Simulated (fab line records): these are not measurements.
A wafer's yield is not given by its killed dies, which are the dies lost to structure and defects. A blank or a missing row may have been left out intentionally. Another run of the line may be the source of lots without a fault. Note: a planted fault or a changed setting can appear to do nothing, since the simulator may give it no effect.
Which tool was responsible?	flow gf180mcu	34 wafers from 12 lots sampled at 5 of the route's 602 steps

## WHAT THE GAUGES SHOWED, per wafer
GF_HV_LDD_THK_MEAS_55. Usual: HV_LDD_CVD_54_THK 10.09 nm, standard deviation 0.15.
lot	measured	on	HV_LDD_CVD_54_THK (nm)	flag
L947	day 13 20:23	film metro-04	10.07 10.03 10.13	
L949	day 14 07:50	film metro-04	10.04 9.86	
L950	day 14 22:58	film metro-04	9.96 9.89 9.81	
L951	day 14 23:07	film metro-02	9.93 10.00	
L954	day 16 07:03	film metro-04	10.00 10.16 10.00	
L960	day 18 01:46	film metro-01	9.96 9.88 10.03	
L961	day 18 08:21	film metro-02	10.07 10.18 10.05	
L962	day 18 19:39	film metro-01	10.10 10.13 10.03	
L963	day 19 05:39	film metro-04	10.37 10.24 10.10	
L964	day 19 14:13	film metro-04	10.34 10.18 10.35	
L965	day 19 17:47	film metro-01	10.09 10.05 10.13	
L966	day 20 10:45	film metro-02	10.30 10.27 10.33	

GF_PSD_RS_MEAS_14: a four-point-probe measurement. Usual: NSD_RS 46.13 ohm/sq, standard deviation 0.085.
lot	measured	on	NSD_RS (ohm/sq)	flag
L947	day 15 16:37	film metro-04	46.22 46.14 46.11	
L949	day 16 05:46	film metro-01	44.77 44.78	OFF
L950	day 16 20:38	film metro-01	45.95 46.04 46.02	
L951	day 16 21:22	film metro-03	44.77 44.65	OFF
L954	day 18 08:32	film metro-01	46.10 46.10 45.98	
L960	day 20 05:14	film metro-01	45.98 46.05 46.16	
L961	day 20 12:01	film metro-01	46.11 46.08 46.08	
L962	day 20 22:58	film metro-04	46.18 46.23 46.26	
L963	day 21 09:19	film metro-03	46.14 46.16 46.15	
L964	day 21 17:10	film metro-04	46.07 45.95 46.15	
L965	day 21 21:10	film metro-01	46.08 46.09 46.03	
L966	day 22 13:28	film metro-03	46.18 46.26 46.24	

## TOOL THAT RAN EACH LOT (tool first, then ch and the chambers of the sampled wafers, then the start)
lot	GF_HV_LDD_STRIP_37	GF_NSD_IMPLANT_09	GF_NSD_STRIP_11
L947	plasma asher-04 ch 0,1, day 12 22:55	implanter-03 ch 0, day 14 18:11	plasma asher-04 ch 0,1, day 14 18:28
L949	plasma asher-03 ch 1, day 13 09:31	implanter-03 ch 0, day 15 07:01	plasma asher-04 ch 0, day 15 07:16
L950	plasma asher-04 ch 0,1, day 14 00:20	implanter-04 ch 0, day 15 21:53	plasma asher-01 ch 0,1, day 15 22:11
L951	plasma asher-03 ch 0,1, day 14 00:53	implanter-03 ch 0, day 15 22:19	plasma asher-03 ch 1, day 15 22:35
L954	plasma asher-04 ch 0, day 15 07:41	implanter-02 ch 0, day 17 07:48	plasma asher-04 ch 0, day 17 08:04
L960	plasma asher-02 ch 0,1, day 17 00:55	implanter-04 ch 0, day 19 03:28	plasma asher-03 ch 0,1, day 19 03:44
L961	plasma asher-03 ch 0,1, day 17 06:50	implanter-04 ch 0, day 19 10:38	plasma asher-03 ch 0,1, day 19 10:56
L962	plasma asher-03 ch 0,1, day 17 18:22	implanter-02 ch 0, day 19 21:26	plasma asher-01 ch 0,1, day 19 21:44
L963	plasma asher-02 ch 0, day 18 04:20	implanter-04 ch 0, day 20 08:22	plasma asher-03 ch 0,1, day 20 08:40
L964	plasma asher-03 ch 0,1, day 18 11:20	implanter-04 ch 0, day 20 16:20	plasma asher-01 ch 0,1, day 20 16:38
L965	plasma asher-02 ch 0,1, day 18 15:10	implanter-03 ch 0, day 20 20:44	plasma asher-01 ch 0,1, day 20 21:01
L966	plasma asher-04 ch 0,1, day 19 08:31	implanter-03 ch 0, day 21 12:55	plasma asher-01 ch 0,1, day 21 13:13
- GF_HV_LDD_STRIP_37: strips in O2/N2.
- GF_NSD_IMPLANT_09
- GF_NSD_STRIP_11: strips in O2/N2.

## AS READ BY THE TOOLS THEMSELVES (means over the sampled wafers that have a number; for cases with no such wafer, the mark the record gives instead)
GF_HV_LDD_STRIP_37. Usual: drypump motor current A 5.5 A, standard deviation 0.5; heater power w 336 W, standard deviation 25; oes product au 0.716 a.u., standard deviation 0.0048; strip time to endpoint s 12.63 s, standard deviation 0.031.
lot	tool	drypump motor current A (A)	heater power w (W)	oes product au (a.u.)	strip time to endpoint s (s)	flag
L947	plasma asher-04	5.4	361	0.719	12.63	
L949	plasma asher-03	5.4	366	0.720	12.60	
L950	plasma asher-04	5.3	362	0.719	12.63	
L951	plasma asher-03	6.0	339	0.716	12.57	
L954	plasma asher-04	5.3	348	0.716	12.63	
L960	plasma asher-02	5.2	322	0.716	12.64	
L961	plasma asher-03	5.8	338	0.722	12.69	
L962	plasma asher-03	6.2	328	0.716	12.63	
L963	plasma asher-02	5.2	333	0.715	12.65	
L964	plasma asher-03	5.7	339	0.715	12.61	
L965	plasma asher-02	5.2	312	0.718	12.63	
L966	plasma asher-04	5.3	347	0.714	12.64	

GF_NSD_IMPLANT_09. Usual: beam on s 18.0 s, standard deviation 1; end station pressure torr 1.34e-05 Torr, standard deviation 9.1e-07; faraday current uA 12227, standard deviation 690.
lot	tool	beam on s (s)	end station pressure torr (Torr)	faraday current uA	flag
L947	implanter-03	16.6	1.41e-05	13157	
L949	implanter-03	22.5	1.28e-05	9730	OFF
L950	implanter-04	18.6	1.33e-05	11750	
L951	implanter-03	22.5	1.32e-05	9718	OFF
L954	implanter-02	19.1	1.29e-05	11466	
L960	implanter-04	18.5	1.30e-05	11861	
L961	implanter-04	18.6	1.30e-05	11756	
L962	implanter-02	18.8	1.22e-05	11668	
L963	implanter-04	18.4	1.24e-05	11943	
L964	implanter-04	18.7	1.35e-05	11702	
L965	implanter-03	17.0	1.42e-05	12850	
L966	implanter-03	17.1	1.47e-05	12740	

GF_NSD_STRIP_11. Usual: drypump motor current A 5.8 A, standard deviation 0.48; heater power w 334 W, standard deviation 27; oes product au 0.487 a.u., standard deviation 0.0044; strip time to endpoint s 22.97 s, standard deviation 0.039.
lot	tool	drypump motor current A (A)	heater power w (W)	oes product au (a.u.)	strip time to endpoint s (s)	flag
L947	plasma asher-04	5.3	363	0.485	22.97	
L949	plasma asher-04	5.3	344	0.478	23.79	OFF
L950	plasma asher-01	5.9	320	0.488	22.95	
L951	plasma asher-03	5.4	360	0.478	23.82	OFF
L954	plasma asher-04	5.3	342	0.492	23.07	
L960	plasma asher-03	5.8	343	0.489	22.98	
L961	plasma asher-03	6.2	319	0.494	22.96	
L962	plasma asher-01	5.9	331	0.489	23.00	
L963	plasma asher-03	5.8	341	0.490	23.00	
L964	plasma asher-01	6.0	335	0.486	22.94	
L965	plasma asher-01	5.9	334	0.484	22.98	
L966	plasma asher-01	6.0	328	0.490	22.96	

## THE ANSWER, worked out from the rows above alone
Rule: take the mean of a lot's wafers that have a number; if it is more than 3 standard deviations from the usual mean, the lot is off. A lot without any number at a reading at which 4 lots or more have one is off too. Where the step has rows for the other lots, those lots are counted as sound. First the gauges in route order, then the tools' own readings, where a lot's mean is used as printed above. The first step at which some lot is off is used, and at that step the reading that is off furthest; a lot without a number counts as furthest.
Off: L949, L951, at GF_PSD_RS_MEAS_14 (NSD_RS).
If a tool, at a process step before that reading, ran all the lots that are off and no sound lot after the first of them, it fits. The gauges at GF_PSD_RS_MEAS_14 aren't tried: what is off there is off at GF_NSD_IMPLANT_09 too, on other tools, and a gauge's error can't cause that. Of those tried, none fits.

## WHAT WAS PUT IN BY THE SIMULATOR
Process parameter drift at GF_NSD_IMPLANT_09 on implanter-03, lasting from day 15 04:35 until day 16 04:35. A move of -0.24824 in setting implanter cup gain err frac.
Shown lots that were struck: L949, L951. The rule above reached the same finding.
